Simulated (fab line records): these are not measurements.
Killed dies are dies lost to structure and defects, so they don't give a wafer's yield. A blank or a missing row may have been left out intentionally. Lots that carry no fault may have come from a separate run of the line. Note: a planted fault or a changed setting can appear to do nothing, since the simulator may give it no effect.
fab line records	flow sky130
[record] lots = 5	wafers = 15	lastDay = 50
route steps=708 shown POLY_GATE@229 LDD_N@237 PAD_OPEN@708
lots with no fault: from the same line, run without faults
startH: start of the lot's first displayed wafer, in hours after the record's first day	waitH: hours elapsed since this lot's preceding step	" same as the row above	L1.1+2: a row that stands for several wafers	- value missing, or start not given	* or withheld: withheld	< > ~ a bound
route shown NAME@n: a module of which the file shows steps, and the number in the route of the first	usual: average and standard deviation across the fault-free wafers	same: alike in all rows	chamber/n: place in a boat	sites: the reading at each site	_std_site: their standard deviation	_edge_site: the outer-site mean with the inner-site mean subtracted	radiusMm: how far each site lies from the wafer's centre	mask NAME#n: copy n	behind: the most recent tool/chamber to have shaped the wafer	hold: the reason the lot was held/the length of the hold in hours/how it ended	device: the n, p or np transistor that did not switch	end of line: tests run on the same wafers once the route is complete	for a step that has no rows: nothing shown but its recipe	killed: dies that structure and defects cost at the first sort, which is not the same as the wafer's yield	map: per-die view of a wafer (x killed, . not killed, _ where there is no die)
set.NAME: the setting that was run; set.NAME@STEP: the one run at that earlier step	model.NAME: the simulator's own value behind a step, which no gauge read
certain route steps with their lots: each step a table, each wafer a row
services: when a tool's chamber went out of use (startH, in hours from the record's first day, below 0 if earlier), for how many hours, and the reason
[[steps]]
[step SKY_POLY_GATE_ETCH_15]
[recipe] chemistry = N2/H2	target = BARC	ionEnergyEv = 200	sourceW = 500	biasW = 100	pressureMtorr = 30	n2FlowSccm = 100	h2FlowSccm = 200	stopOn = SiO2	timeS = 118.5	targetDepthA = 1100
[usual] chamberPressureMTorr = 29.998/0.028	drypumpMotorCurrentA = 5.5/0.37	oesProductAu = 0.717/0.0046	throttleValvePct = 13.212/0.0096
lot.wafer	tool	chamber	startH	waitH	chamberPressureMTorr	drypumpMotorCurrentA	oesProductAu	rfHoursCounterH	throttleValvePct
L727.1	rieDiel-01	3	375.37	0.0	29.938	5.3	0.720	104	13.213
L727.2	"	1	"	"	30.003	5.6	0.717	7	13.200
L727.4	"	2	"	"	29.988	5.6	0.710	9	13.209
L730.3	rieDiel-01	3	398.54	0.0	30.044	5.3	0.710	104	13.203
L730.4	"	0	"	"	30.030	5.6	0.719	5	13.215
L730.5	"	3	"	"	30.047	5.3	0.713	-	13.219
L738.2	rieDiel-03	0	484.89	0.0	29.983	6.3	0.722	10	13.219
L738.5	"	3	"	"	30.023	5.4	0.713	-	13.201
L738.6	"	2	"	"	29.976	5.0	0.722	-	13.227
L745.1	rieDiel-03	1	535.99	0.0	29.998	5.6	0.714	10	13.217
L745.3	"	2	"	"	30.021	5.0	0.713	15	13.215
L745.4	"	3	"	"	30.025	5.4	0.723	29	13.208
L749.2	rieDiel-01	0	566.91	0.0	30.023	5.6	0.720	8	13.206
L749.5	"	0	"	"	30.022	5.6	0.717	-	13.209
L749.6	"	1	"	"	29.985	5.6	0.715	-	13.223
[step SKY_POLY_GATE_ETCH_16]
[recipe] stopOn = poly-Si	chemistry = CH3F/O2	target = Si3N4	sourceW = 400	biasW = 80	pressureMtorr = 25	ch3fFlowSccm = 40	O2_flow_sccm = 30	timeS = 147.5	targetDepthA = 750
[usual] chamberPressureMTorr = 25.002/0.023	drypumpMotorCurrentA = 5.4/0.37	oesProductAu = 0.640/0.0051	throttleValvePct = 10.535/0.0095
lot.wafer	tool	chamber	startH	waitH	chamberPressureMTorr	drypumpMotorCurrentA	oesProductAu	rfHoursCounterH	throttleValvePct
L727.1	rieDiel-01	3	375.46	0.0	24.999	5.3	0.622	104	10.530
L727.2	"	1	"	"	24.998	5.6	0.635	7	10.557
L727.4	"	2	"	"	24.963	5.6	0.636	9	10.529
L730.3	rieDiel-01	3	398.62	0.0	25.059	5.3	0.640	104	10.529
L730.4	"	0	"	"	25.015	5.6	0.640	5	10.538
L730.5	"	3	"	"	24.975	5.3	0.637	-	10.544
L738.2	rieDiel-03	0	484.97	0.0	24.979	6.2	0.647	10	10.542
L738.5	"	3	"	"	25.004	5.4	0.639	-	10.535
L738.6	"	2	"	"	25.013	5.0	0.636	-	10.538
L745.1	rieDiel-03	1	536.07	0.0	25.009	5.6	0.636	10	10.527
L745.3	"	2	"	"	24.992	5.0	0.645	15	10.552
L745.4	"	3	"	"	25.028	5.4	0.649	29	10.521
L749.2	rieDiel-01	0	567.00	0.0	24.999	5.6	0.638	8	10.538
L749.5	"	0	"	"	25.024	5.6	0.635	-	10.525
L749.6	"	1	"	"	25.024	5.6	0.639	-	10.537
[step SKY_POLY_GATE_ETCH_17]
[recipe] targetDepthNm = 180	stopOn = SiO2	overEtchFrac = 0.56667	chemistry = HBr/Cl2	target = poly-Si	icpW = 400	biasW = 100	pressureMtorr = 10	HBr_flow_sccm = 150	Cl2_flow_sccm = 50	timeS = 70.5
[usual] HBr_flow_sccm = 150.0/0.48	chamberPressureMTorr = 9.999/0.0088	drypumpMotorCurrentA = 5.3/0.43	oesProductAu = 0.984/0.008	throttleValvePct = 33.684/0.0092
lot.wafer	tool	chamber	startH	waitH	HBr_flow_sccm	chamberPressureMTorr	drypumpMotorCurrentA	oesProductAu	rfHoursCounterH	throttleValvePct
L727.1	rieSi-01	2	375.55	0.0	150.5	10.003	4.9	0.988	4	33.686
L727.2	"	0	"	"	150.2	10.011	5.8	0.984	57	33.686
L727.4	"	1	"	"	150.2	9.996	6.0	0.986	7	33.687
L730.3	rieSi-02	2	398.72	0.0	150.2	10.009	5.2	0.974	3	33.665
L730.4	"	3	"	"	149.9	10.004	5.4	0.984	5	33.690
L730.5	"	1	"	"	149.2	9.985	5.7	0.980	-	33.673
L738.2	rieSi-02	3	485.07	0.0	150.2	10.003	5.4	0.984	6	33.685
L738.5	"	1	"	"	149.7	9.991	5.7	0.977	-	33.670
L738.6	"	2	"	"	149.6	9.994	5.2	0.983	-	33.686
L745.1	rieSi-01	1	536.17	0.0	150.6	9.996	5.9	0.994	9	33.679
L745.3	"	3	"	"	150.4	10.003	5.1	0.975	3	33.677
L745.4	"	2	"	"	150.1	10.009	4.9	0.997	5	33.674
L749.2	rieSi-01	2	567.10	0.0	149.7	9.996	4.9	0.988	5	33.681
L749.5	"	0	"	"	149.9	10.001	5.8	0.984	-	33.689
L749.6	"	3	"	"	150.2	9.999	5.0	0.986	-	33.684
[step SKY_POLY_GATE_STRIP_18]
[recipe] chemistry = O2/N2	powerW = 1400	pressureMtorr = 1500	platenTempC = withheld	o2FlowSccm = 3000	n2FlowSccm = 300	overashFraction = 0.5
[usual] chamberPressureMTorr = 1500.1/1.4	drypumpMotorCurrentA = 5.5/0.47	oesProductAu = 0.361/0.005	stripTimeToEndpointS = 3.17/0.04
[same] overashFraction = 0.5
lot.wafer	tool	chamber	startH	waitH	chamberPressureMTorr	drypumpMotorCurrentA	oesProductAu	rfHoursCounterH	stripTimeToEndpointS
L727.1	plasmaAsher-03	0	375.61	0.0	1499.6	5.0	0.347	56	3.12
L727.2	"	1	"	"	1501.1	5.3	0.362	56	3.18
L727.4	"	0	"	"	1500.5	5.0	0.356	-	3.16
L730.3	plasmaAsher-02	0	398.81	0.1	1504.2	5.8	0.366	-	3.18
L730.4	"	1	"	"	1502.3	5.4	0.361	-	3.22
L730.5	"	1	"	"	1499.9	5.4	0.362	-	3.20
L738.2	plasmaAsher-03	1	485.13	0.0	1498.7	5.4	0.361	66	3.24
L738.5	"	0	"	"	1499.7	5.0	0.367	-	3.23
L738.6	"	1	"	"	1500.0	5.3	0.361	-	3.20
L745.1	plasmaAsher-02	0	536.23	0.0	1498.3	5.7	0.359	11	3.18
L745.3	"	1	"	"	1501.2	5.4	0.358	-	3.21
L745.4	"	0	"	"	1497.6	5.7	0.359	-	3.18
L749.2	plasmaAsher-03	0	567.15	0.0	1501.5	5.0	0.363	71	3.16
L749.5	"	0	"	"	1500.2	5.0	0.357	-	3.14
L749.6	"	1	"	"	1497.6	5.4	0.358	-	3.16
[step SKY_POLY_GATE_CLEAN_19]
[recipe] chemistry = SC1/SC2	mix = 1:4:20	tempC = 70	timeS = 150	dry = n2Spin
[step SKY_POLY_GATE_OXIDATION_20]
[recipe] tempC = 850	ambient = O2	stabiliseS = 600	purgeS = 300	targetThkA = 40	oxTimeS = 899
[step SKY_POLY_GATE_THK_MEAS_21]
[recipe] reads = SiO2_of_POLY_GATE_OXIDATION_20
[usual] POLY_GATE_OXIDATION_THK = 4.01/0.069
lot.wafer	tool	chamber	startH	waitH	POLY_GATE_OXIDATION_THK[nm]
L727.1	filmMetro-01	-	379.52	0.0	4.03
L727.2	"	-	"	"	4.09
L727.4	"	-	"	"	4.05
L730.3	filmMetro-03	-	400.98	0.0	4.10
L730.4	"	-	"	"	4.01
L730.5	"	-	"	"	4.06
L738.2	filmMetro-04	-	486.54	0.0	3.95
L738.5	"	-	"	"	4.08
L738.6	"	-	"	"	4.10
L745.1	filmMetro-03	-	537.63	0.0	4.06
L745.3	"	-	"	"	3.99
L745.4	"	-	"	"	3.99
L749.2	filmMetro-04	-	568.56	0.0	3.97
L749.5	"	-	"	"	4.01
L749.6	"	-	"	"	4.04
[step SKY_POLY_GATE_CD_MEAS_22]
[usual] cdNm = 150.8/2.2
lot.wafer	tool	chamber	startH	waitH	cdNm
L727.1	cdSem-02	-	379.58	0.1	148.6
L727.2	"	-	"	"	152.6
L727.4	"	-	"	"	153.6
L730.3	cdSem-02	-	401.07	0.1	149.5
L730.4	"	-	"	"	149.1
L730.5	"	-	"	"	149.9
L738.2	cdSem-02	-	486.62	0.1	151.9
L738.5	"	-	"	"	154.5
L738.6	"	-	"	"	148.6
L745.1	cdSem-01	-	537.69	0.1	151.1
L745.3	"	-	"	"	152.2
L745.4	"	-	"	"	155.1
L749.2	cdSem-01	-	568.64	0.1	152.0
L749.5	"	-	"	"	152.4
L749.6	"	-	"	"	153.1
[step SKY_LDD_N_DEHYDRATE_00]
[recipe] tempC = 200	timeS = 60
[step SKY_LDD_N_HMDS_01]
[recipe] primeTimeS = 60	primeTempC = 120
[step SKY_LDD_N_COAT_02]
[recipe] resist = NOVOLAK	spinRpm = 3000	resistThkNm = 300
[step SKY_LDD_N_SOFTBAKE_03]
[recipe] tempC = 90	timeS = 60	resist = NOVOLAK
[step SKY_LDD_N_EXPOSE_04]
[recipe] maskId = NTM	targetCdNm = 840	na = 0.6	sourceShape = conventional	sigmaOuter = 0.6	doseMj = 110
lot.wafer	tool	chamber	startH	waitH	mask
L727.1+2+4	ilineStepper-02	0	393.89	-	NTM#0
L730.3+4+5	ilineStepper-02	0	416.24	-	NTM_R1#0
L738.2+5+6	ilineStepper-02	0	502.18	-	NTM#0
L745.1+3+4	ilineStepper-01	0	552.62	-	NTM#0
L749.2+5+6	ilineStepper-02	0	582.73	-	NTM#0
[step SKY_LDD_N_PEB_05]
[recipe] tempC = withheld	timeS = *	resist = NOVOLAK
[step SKY_PAD_OPEN_PROBE_99]
[usual] killed_at_M0_to_M3 = 44/6.4	killed_at_M4_up = 3.6/2.1	killedAtContacts = 23/5.1	killedAtFrontEnd = 15/4.3	killedAtOther = 0.3/0.56	killedDies = 86/9	killedOpen = 47/6.4	killedShort = 39/5.8
[same] grossDies = 492	killedAtBackSide = 0
lot.wafer	tool	chamber	startH	waitH	killed_at_M0_to_M3	killed_at_M4_up	killedAtContacts	killedAtFrontEnd	killedAtOther	killedDies	killedOpen	killedShort
L730.3	prober-01	-	1093.54	0.2	49	2	20	15	0	86	43	43
L730.4	prober-01	-	1093.59	0.2	43	3	18	18	0	82	48	34
L730.5	prober-01	-	1093.64	0.2	44	2	29	18	0	93	58	35
L738.2	prober-02	-	1140.88	0.1	41	3	20	10	0	74	37	37
L738.5	prober-02	-	1141.03	0.2	39	2	37	12	1	91	54	37
// killed by level:class
L730.3 VIA3:geometricParticle:open=11 VIA1:geometricParticle:open=7 FIELD_ISO:geometricParticle:short=6 CONTACT:geometricParticle:open=6 METAL2:geometricParticle:short=6 LI_CONTACT:geometricParticle:open=5 VIA1:geometricParticle:short=5 VIA2:geometricParticle:open=5
L730.4 VIA1:geometricParticle:open=11 LI_CONTACT:geometricParticle:open=8 CONTACT:geometricParticle:open=7 VIA2:geometricParticle:open=7 FIELD_ISO:geometricParticle:short=6 METAL1:geometricParticle:short=4 VIA1:geometricParticle:short=4 METAL2:geometricParticle:short=4
L730.5 CONTACT:geometricParticle:open=13 VIA2:geometricParticle:open=10 VIA1:geometricParticle:open=9 POLY_GATE:geometricParticle:open=7 METAL1:geometricParticle:short=7 VIA3:geometricParticle:open=7 LOCAL_INTERCONNECT:geometricParticle:short=6 POLY_GATE:geometricParticle:short=4
L738.2 CONTACT:geometricParticle:open=10 METAL1:geometricParticle:short=8 VIA1:geometricParticle:open=6 VIA3:geometricParticle:open=6 VIA2:geometricParticle:open=5 POLY_GATE:geometricParticle:open=4 LI_CONTACT:geometricParticle:open=4 METAL3:geometricParticle:short=4
L738.5 CONTACT:geometricParticle:open=15 LI_CONTACT:geometricParticle:open=11 VIA1:geometricParticle:open=8 CONTACT:geometricParticle:short=7 METAL2:geometricParticle:short=6 VIA2:geometricParticle:open=5 METAL3:geometricParticle:short=5 POLY_GATE:geometricParticle:short=4
[[services]]
tool	chamber	startH	hours	kind
plasmaAsher-02	-	354.22	0.6	repair
ilineStepper-02	-	389.23	1.7	pm
rieSi-01	3	414.68	1.6	repair
plasmaAsher-02	-	421.25	9.0	pm
rieDiel-03	-	422.62	2.8	pm
rieDiel-03	1	432.19	20.3	repair
rieSi-02	3	433.97	7.1	repair
rieDiel-01	0	440.65	9.3	repair
plasmaAsher-02	-	446.54	0.3	repair
rieSi-01	1	455.06	6.0	repair
rieDiel-03	3	462.51	7.5	repair
ilineStepper-02	-	464.12	2.1	pm
rieDiel-01	1	476.10	37.0	repair
plasmaAsher-03	-	487.27	28.1	pm
rieDiel-03	2	493.84	13.9	repair
rieDiel-01	0	517.68	10.7	repair
rieSi-01	0	527.29	5.3	repair
rieSi-02	1	532.97	6.8	repair
ilineStepper-02	-	540.85	4.4	pm
ilineStepper-01	-	554.21	1.7	pm
rieSi-01	-	554.88	4.3	pm
rieSi-01	1	560.33	15.3	repair
rieDiel-03	-	566.09	4.3	pm
plasmaAsher-02	-	576.68	1.1	repair
[[key]]
[firstSign] step = SKY_LDD_N_EXPOSE_04	reading = mask	direction = changed
effect none on later readings
metAt SKY_LDD_N_EXPOSE_04
struckWafers L730.3,L730.4,L730.5
testerLeftOut L730
onsetBetween 393.89 416.24
[fault] kind = wrongMask	tool = any	chamber = -	onsetH = 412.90	steps = SKY_LDD_N_EXPOSE_04	auxCopy = NTM_R1#0	cdOffsetNm = -101	scope = struckLotsOnly
// testerLeftOut: of these lots the tester's yield and bins aren't shown, on N5 and GAA mostly nor the transistor test; their killed dies are dies lost to structure and defects alone, not to doping, threshold or leakage, so they don't give the yield
